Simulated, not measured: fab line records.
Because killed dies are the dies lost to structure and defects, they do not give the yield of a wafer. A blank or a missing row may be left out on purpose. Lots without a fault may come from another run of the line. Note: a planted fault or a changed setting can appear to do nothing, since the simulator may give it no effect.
Which tool is to blame? | flow gf180mcu | 24 lots with 72 wafers sampled at 3 steps, on a route of 602 steps

== WHAT THE GAUGES SHOWED, per wafer ==
GF_V1_BOW_MEAS_05. Usual: V1_BOW 83 um, standard deviation 7.8.
lot  | measured     | on            | V1_BOW (um) | flag
L074 | day 16 23:32 | film metro-01 | 87 73 85    |
L075 | day 17 05:56 | film metro-01 | 98 79 76    |
L076 | day 17 17:59 | film metro-02 | 86 86 95    |
L077 | day 18 03:53 | film metro-03 | 96 78 79    |
L078 | day 18 16:09 | film metro-02 | 85 78 87    |
L079 | day 18 17:14 | film metro-02 | 79 82 83    |
L080 | day 18 21:58 | film metro-01 | 72 75 97    |
L081 | day 19 07:44 | film metro-01 | 76 85 78    |
L082 | day 19 15:35 | film metro-01 | 78 75 89    |
L083 | day 20 05:23 | film metro-03 | 83 74 72    |
L084 | day 20 11:14 | film metro-02 | 97 85 87    |
L085 | day 20 20:16 | film metro-03 | 85 98 85    |
L086 | day 21 14:38 | film metro-02 | 69 81 82    |
L087 | day 21 16:54 | film metro-02 | 95 101 85   |
L088 | day 22 06:24 | film metro-03 | 75 83 73    |
L089 | day 23 01:26 | film metro-02 | 72 75 79    |
L090 | day 23 13:07 | film metro-02 | 66 87 87    |
L091 | day 24 06:32 | film metro-01 | 71 86 98    |
L092 | day 24 07:49 | film metro-01 | 80 68 94    |
L093 | day 24 23:13 | film metro-02 | 89 84 87    |
L094 | day 25 04:35 | film metro-01 | 78 75 87    |
L096 | day 25 13:10 | film metro-01 | 83 74 89    |
L097 | day 25 14:49 | film metro-02 | 66 80 85    |
L095 | day 25 15:50 | film metro-01 | 102 93 94   |

GF_V2_THK_MEAS_01. Usual: V2_CVD_00_THK 597 nm, standard deviation 8.5.
lot  | measured     | on            | V2_CVD_00_THK (nm) | flag
L074 | day 19 00:35 | film metro-04 | 598 602 601        |
L075 | day 19 06:28 | film metro-03 | 595 602 586        |
L076 | day 19 19:44 | film metro-04 | 591 592 600        |
L077 | day 20 05:02 | film metro-04 | 605 604 602        |
L078 | day 20 16:19 | film metro-02 | 601 608 602        |
L079 | day 20 17:46 | film metro-04 | 588 602 592        |
L080 | day 20 23:41 | film metro-02 | 586 582 588        |
L081 | day 21 10:18 | film metro-04 | 603 605 595        |
L082 | day 21 17:28 | film metro-03 | 608 600 607        |
L083 | day 22 07:10 | film metro-04 | 600 600 611        |
L084 | day 22 13:07 | film metro-04 | 598 603 600        |
L085 | day 22 22:01 | film metro-04 | 588 589 599        |
L086 | day 23 15:38 | film metro-04 | 597 592 599        |
L087 | day 23 16:57 | film metro-04 | 594 591 585        |
L088 | day 24 05:44 | film metro-04 | 596 592 594        |
L089 | day 25 00:50 | film metro-02 | 593 591 590        |
L090 | day 25 11:35 | film metro-04 | 598 593 596        |
L091 | day 26 04:29 | film metro-04 | 610 617 612        |
L092 | day 26 05:49 | film metro-02 | 590 593 600        |
L093 | day 26 20:10 | film metro-03 | 591 594 591        |
L094 | day 27 01:01 | film metro-03 | 607 599 601        |
L096 | day 27 09:53 | film metro-03 | 597 596 594        |
L097 | day 27 11:43 | film metro-03 | 591 589 592        |
L095 | day 27 12:04 | film metro-04 | 608 608 614        |

== WHICH TOOL RAN EACH LOT (tool, then ch and the chambers of the sampled wafers, then the start) ==
lot  | GF_M1_SPUTTER_04
L074 | pvd sputter-02, day 16 00:04
L075 | pvd sputter-03, day 16 06:19
L076 | pvd sputter-03, day 16 18:10
L077 | pvd sputter-02, day 17 03:38
L078 | pvd sputter-01, day 17 15:28
L079 | pvd sputter-01, day 17 16:25
L080 | pvd sputter-02, day 17 21:22
L081 | pvd sputter-03, day 18 06:44
L082 | pvd sputter-03, day 18 15:49
L083 | pvd sputter-02, day 19 03:50
L084 | pvd sputter-02, day 19 10:07
L085 | pvd sputter-03, day 19 19:02
L086 | pvd sputter-03, day 20 13:10
L087 | pvd sputter-01, day 20 15:44
L088 | pvd sputter-03, day 21 05:10
L089 | pvd sputter-03, day 22 00:52
L090 | pvd sputter-01, day 22 12:34
L091 | pvd sputter-01, day 23 06:22
L092 | pvd sputter-01, day 23 08:01
L093 | pvd sputter-02, day 23 23:39
L094 | pvd sputter-01, day 24 05:53
L096 | pvd sputter-03, day 24 14:32
L097 | pvd sputter-01, day 24 15:50
L095 | pvd sputter-03, day 24 17:06
- GF_M1_SPUTTER_04: material TiN, target thk 50 nm, time 41.7 s.

== WHAT THE TOOLS THEMSELVES READ (means of the sampled wafers that have a number; where no wafer has one, the mark that the record gives instead) ==
GF_M1_SPUTTER_04. Usual: throttle valve pct reads 29.5 % (standard deviation 1.3).
lot  | tool           | throttle valve pct (%) | flag
L074 | pvd sputter-02 | 28.9                   |
L075 | pvd sputter-03 | 29.3                   |
L076 | pvd sputter-03 | 29.5                   |
L077 | pvd sputter-02 | 28.4                   |
L078 | pvd sputter-01 | 30.0                   |
L079 | pvd sputter-01 | 29.5                   |
L080 | pvd sputter-02 | 28.6                   |
L081 | pvd sputter-03 | 30.1                   |
L082 | pvd sputter-03 | 30.3                   |
L083 | pvd sputter-02 | 29.3                   |
L084 | pvd sputter-02 | 29.4                   |
L085 | pvd sputter-03 | 30.0                   |
L086 | pvd sputter-03 | 30.0                   |
L087 | pvd sputter-01 | 29.0                   |
L088 | pvd sputter-03 | 30.6                   |
L089 | pvd sputter-03 | 30.9                   |
L090 | pvd sputter-01 | 29.5                   |
L091 | pvd sputter-01 | 29.0                   |
L092 | pvd sputter-01 | 30.5                   |
L093 | pvd sputter-02 | 28.4                   |
L094 | pvd sputter-01 | 28.9                   |
L096 | pvd sputter-03 | 30.4                   |
L097 | pvd sputter-01 | 30.1                   |
L095 | pvd sputter-03 | 29.3                   |

== THE ANSWER, worked out from the rows above alone ==
Rule: lot off if the mean of its wafers having a number is beyond 3 standard deviations from the usual mean. Also off: a lot with no number at a reading for which 4 or more lots have one. Any other lot the step has rows for is counted as sound. The gauges are gone through in route order, then the tools' own readings, and for those a lot's mean is taken as printed above. The first step at which some lot is off is used, and at that step the reading that is off furthest; a lot without a number counts as furthest.
No lot is off on any of the readings shown, so nothing can be concluded from this.

== WHAT THE SIMULATOR PUT IN ==
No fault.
